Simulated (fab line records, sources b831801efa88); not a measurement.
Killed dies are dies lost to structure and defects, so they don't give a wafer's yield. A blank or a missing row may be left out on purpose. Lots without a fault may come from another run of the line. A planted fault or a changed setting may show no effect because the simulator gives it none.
One fault seen from 2 desks | flow gf180mcu | each desk has only its own numbers; what lay behind them comes last

THE METROLOGY DESK
What the gauges read, lot by lot, whatever tool the lot ran on: means of the sampled wafers that have a number. A lot is out of limits, marked OUT, if its mean lies more than 4 standard deviations from the usual mean; the brackets give that distance.
Columns: A = MIM_ALCU_THK at GF_MIM_THK_MEAS_11, usual 202.6 nm; B = cd_nm at GF_M5_CD_MEAS_07, usual 280.1 nm
lot  | first seen here | A     | B
L217 | day 24 12:31    | 204.2 | 280.4
L218 | day 24 22:23    | 199.8 | 278.6
L219 | day 24 23:46    | 196.8 | 280.2
L223 | day 26 15:22    | 203.9 | 280.1
L224 | day 26 19:32    | 203.8 | 281.4
L227 | day 27 21:08    | 204.2 | 279.4
L228 | day 27 23:46    | 205.1 | 281.1
L229 | day 28 13:44    | 200.6 | 279.5
L231 | day 29 09:33    | 201.8 | 280.1
L232 | day 29 12:25    | 203.9 | 281.3
L239 | day 31 00:44    | 204.7 | 281.4
L240 | day 31 07:01    | 201.0 | 278.6
This desk's finding: nothing out of limits on any of the 12 lots.

THE TOOL OWNER'S DESK: plasma_asher-03
The tool's own readings at GF_TOP_METAL_STRIP_17 (strips in O2/N2): means of the sampled wafers that have a number, for each lot that ran on this tool. A lot is out of limits, marked OUT, if its mean lies more than 4 standard deviations from the usual mean; the brackets give that distance.
Columns: A = drypump_motor_current_A at GF_TOP_METAL_STRIP_17, usual 5.6 A; B = heater_power_w at GF_TOP_METAL_STRIP_17, usual 313 W; C = oes_product_au at GF_TOP_METAL_STRIP_17, usual 0.710 a.u.; D = strip_time_to_endpoint_s at GF_TOP_METAL_STRIP_17, usual 12.92 s
lot  | first seen here | A   | B   | C     | D
L217 | day 28 04:17    | 6.0 | 299 | 0.712 | 12.92
L224 | day 30 06:58    | 6.0 | 297 | 0.709 | 12.84
L228 | day 31 06:33    | 5.8 | 297 | 0.712 | 12.96
This desk's finding: nothing out of limits on any of the 3 lots.

PUT TOGETHER
The metrology desk saw nothing out of limits.
The tool owner's desk saw nothing out of limits.

WHAT THE SIMULATOR HAD PUT IN
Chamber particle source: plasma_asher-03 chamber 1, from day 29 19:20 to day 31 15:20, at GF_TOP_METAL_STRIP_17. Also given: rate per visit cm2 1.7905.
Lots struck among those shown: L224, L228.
